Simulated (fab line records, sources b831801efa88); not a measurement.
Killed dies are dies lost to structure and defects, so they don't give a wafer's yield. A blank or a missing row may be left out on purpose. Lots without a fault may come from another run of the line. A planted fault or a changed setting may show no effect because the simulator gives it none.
One fault seen from 2 desks | flow sfq_line | each desk has only its own numbers; what lay behind them comes last

THE TOOL OWNER'S DESK: rie_metal-02
The tool's own readings at SFQ_TRILAYER_R5_ETCH_METAL_ETCH_139 (etches the open film in Cl2, stops on SiO2, target depth 60 nm, time 40 s): means of the sampled wafers that have a number, for each lot that ran on this tool. A lot is out of limits, marked OUT, if its mean lies more than 4 standard deviations from the usual mean; the brackets give that distance.
Columns: A = drypump_motor_current_A at SFQ_TRILAYER_R5_ETCH_METAL_ETCH_139, usual 6.3 A; B = he_backside_leak_sccm at SFQ_TRILAYER_R5_ETCH_METAL_ETCH_139, usual 3.5 sccm; C = oes_product_au at SFQ_TRILAYER_R5_ETCH_METAL_ETCH_139, usual 0.989 a.u.
lot  | first seen here | A   | B   | C
L473 | day 62 13:55    | 6.7 | 3.4 | 0.992
L485 | day 67 00:44    | 6.7 | 3.7 | 0.949 (-7.7) OUT
L486 | day 67 16:42    | 6.7 | 3.5 | 0.904 (-16) OUT
L491 | day 71 15:03    | 6.5 | 3.7 | 0.987
L492 | day 71 17:28    | 6.7 | 4.2 | 0.993
L494 | day 71 21:03    | 6.7 | 3.6 | 0.988
L495 | day 71 22:15    | 6.7 | 3.7 | 0.987
This desk's finding: out of limits on L485, L486; first on L485, day 67 00:44 (oes_product_au at SFQ_TRILAYER_R5_ETCH_METAL_ETCH_139). In limits: L473, L491, L492, L494, L495.

THE METROLOGY DESK
What the gauges read, lot by lot, whatever tool the lot ran on: means of the sampled wafers that have a number. A lot is out of limits, marked OUT, if its mean lies more than 4 standard deviations from the usual mean; the brackets give that distance.
Columns: A = I3_BOW at SFQ_I3_BOW_MEAS_922, usual 3 um
lot  | first seen here | A
L473 | day 35 03:01    | 14
L474 | day 35 18:01    | 0
L476 | day 41 06:44    | 2
L477 | day 41 15:46    | 4
L478 | day 42 00:43    | -4
L485 | day 49 23:41    | -3
L486 | day 50 04:52    | 1
L487 | day 50 09:43    | -4
L491 | day 50 22:34    | -9
L492 | day 51 01:36    | 6
L493 | day 51 04:34    | 15
L494 | day 51 10:32    | 6
L495 | day 51 11:34    | 2
L496 | day 51 13:32    | 5
This desk's finding: nothing out of limits on any of the 14 lots.

PUT TOGETHER
The tool owner's desk could have raised an alarm at day 67 00:44, on L485, L486.
The metrology desk saw nothing out of limits.
The metrology desk has L485, L486 on record, within its limits.
Of the lots named, all ran SFQ_TRILAYER_R5_ETCH_METAL_ETCH_139 on rie_metal-02.

WHAT THE SIMULATOR HAD PUT IN
Process parameter drift: rie_metal-02, from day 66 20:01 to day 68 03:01, at SFQ_TRILAYER_R5_ETCH_METAL_ETCH_139. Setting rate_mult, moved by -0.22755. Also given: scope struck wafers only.
Lots struck among those shown: L485, L486.
Hours from the fault's start to each desk's first reading out of limits: the tool owner's desk, 5.
